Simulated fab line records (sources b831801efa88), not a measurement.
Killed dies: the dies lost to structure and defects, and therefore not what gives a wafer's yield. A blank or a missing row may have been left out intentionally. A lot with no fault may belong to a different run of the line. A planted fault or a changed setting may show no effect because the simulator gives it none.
Which tool did it? ; flow sky130 ; Sampling: 10 lots, 30 wafers, 3 of 708 route steps

WHAT THE GAUGES READ, wafer by wafer
SKY_VIA1_RS_MEAS_22: the measuring method here is four-point-probe.
lot;measured;on;VIA1_W_RS (ohm/sq)
L527;day 34 06:55;film-metro-02;0.424 0.428 0.427
L528;day 34 15:29;film-metro-01;0.427 0.422 0.424
L529;day 35 00:50;film-metro-02;0.420 0.427 0.433
L530;day 35 17:03;film-metro-02;0.423 0.424 0.423
L531;day 36 01:35;film-metro-01;0.425 0.426 0.426
L536;day 37 16:15;film-metro-01;0.576 0.428 0.432 0.576 0.427 0.432
L542;day 39 02:35;film-metro-02;0.417 0.423 0.425
L546;day 40 09:07;film-metro-02;0.423 0.420 0.421
L547;day 40 16:37;film-metro-03;0.430 0.426 0.425
L548;day 40 21:48;film-metro-02;0.427 0.429 0.430

EACH LOT AND THE TOOL THAT RAN IT (in order: tool; ch and the chambers of the sampled wafers; start)
lot;SKY_VIA1_CMP_02;SKY_VIA1_CVD_21
L527;cmp-02 ch 0,1,3, day 33 03:48;cvd-w-01 ch 0,1, day 34 06:49
L528;cmp-02 ch 0,1,3, day 33 11:55;cvd-w-01 ch 0,1, day 34 15:22
L529;cmp-01 ch 0,1,2, day 33 20:52;cvd-w-02 ch 0,1, day 35 00:44
L530;cmp-02 ch 1,2,3, day 34 13:24;cvd-w-02 ch 0,1, day 35 16:58
L531;cmp-02 ch 1,2, day 34 21:22;cvd-w-01 ch 0,1, day 36 01:29
L536;cmp-01 ch 0,1,2, day 36 13:04;cvd-w-01 ch 0,1, day 37 16:10
L542;cmp-02 ch 0,1,3, day 37 23:10;cvd-w-02 ch 0,1, day 39 02:28
L546;cmp-02 ch 1,2,3, day 39 07:13;cvd-w-02 ch 0,1, day 40 09:00
L547;cmp-02 ch 1,2, day 39 14:16;cvd-w-02 ch 0,1, day 40 16:31
L548;cmp-01 ch 0,3, day 39 20:07;cvd-w-02 ch 0,1, day 40 21:41
- SKY_VIA1_CMP_02: polishes SiO2.
- SKY_VIA1_CVD_21: deposits W, target thk 270 nm, time 80.902 s.

THE ANSWER, worked out from the rows above alone
Rule: the lots themselves supply what counts as usual. Put in order of their means at a reading, lots are off if they are a third of the lots or fewer, leave a main group of 4 or more, and stand apart from it by a gap of 3 or more times the standard deviation of the main group's means; of several such gaps the widest counts. A main group is skipped when, at the precision printed for the reading in the tables above, its means are all equal. A lot without any number at a reading at which 4 lots or more have one is off too. Any other lot the step has rows for is counted as sound.
Off: L536, seen at SKY_VIA1_RS_MEAS_22 (VIA1_W_RS). The main group has a mean of 0.425 ohm/sq with a standard deviation of 0.0024.
If a tool, at a process step before that reading, ran all the lots that are off and no sound lot after the first of them, it fits. Gauges at SKY_VIA1_RS_MEAS_22: tried the same way as those tools. Undecided on this evidence; 2 tools fit (cvd-w-01 at SKY_VIA1_CVD_21, film-metro-01 at SKY_VIA1_RS_MEAS_22).

WHAT THE SIMULATOR HAD PUT IN
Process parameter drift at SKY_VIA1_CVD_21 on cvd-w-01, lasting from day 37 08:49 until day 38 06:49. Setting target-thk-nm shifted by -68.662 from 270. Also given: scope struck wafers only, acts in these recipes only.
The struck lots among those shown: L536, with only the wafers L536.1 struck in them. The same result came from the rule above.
